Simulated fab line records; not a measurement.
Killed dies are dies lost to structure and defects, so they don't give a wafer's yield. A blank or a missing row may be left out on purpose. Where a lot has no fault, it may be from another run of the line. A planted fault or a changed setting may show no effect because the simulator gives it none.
Chamber matching | flow sfqLine | 4 sister chambers for SFQ_TRILAYER_I1_CMP_CMP_046 on cmp-01
The step polishes SiO2. 4 wafers are shown with their chamber, then 6 later ones without.

## WAFERS WITH THEIR CHAMBER
wafer  | chamber | motorCurrentA (A)
L986.3 | 0       | 10.9
L986.4 | 1       | 9.1
L998.4 | 2       | 10.4
L998.6 | 3       | 9.6

## WAFERS WITH NO CHAMBER GIVEN
wafer  | motorCurrentA (A)
L100.4 | 10.5
L100.3 | 9.6
L100.6 | 9.6
L103.2 | 10.3
L103.4 | 9.3
L103.5 | 9.7

## WHICH CHAMBER EACH ONE RAN IN
wafer  | from the rows above     | in truth
L100.4 | 2                       | 2
L100.3 | 3                       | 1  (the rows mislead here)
L100.6 | 3                       | 3
L103.2 | 2                       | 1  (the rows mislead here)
L103.4 | can't be placed: 1 or 3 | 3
L103.5 | 3                       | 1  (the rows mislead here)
Placed correctly: 2 of 6. Cannot be placed on the basis of these rows: 1; the candidates contain the true chamber in 1. Wrongly placed: 3.
How it was worked out, from the rows above alone: a wafer's distance from a chamber is the root of the sum, over the readings, of the square of ((its reading less the chamber's mean) divided by the reading's scatter). The wafer belongs to the nearest chamber; if the next one is less than 2 further off, it can't be placed. Each chamber's mean is taken over the wafers shown for it. The scatter: with one shown wafer a chamber, the root of the mean of the squares of how far each hidden wafer lies from its nearest shown one.
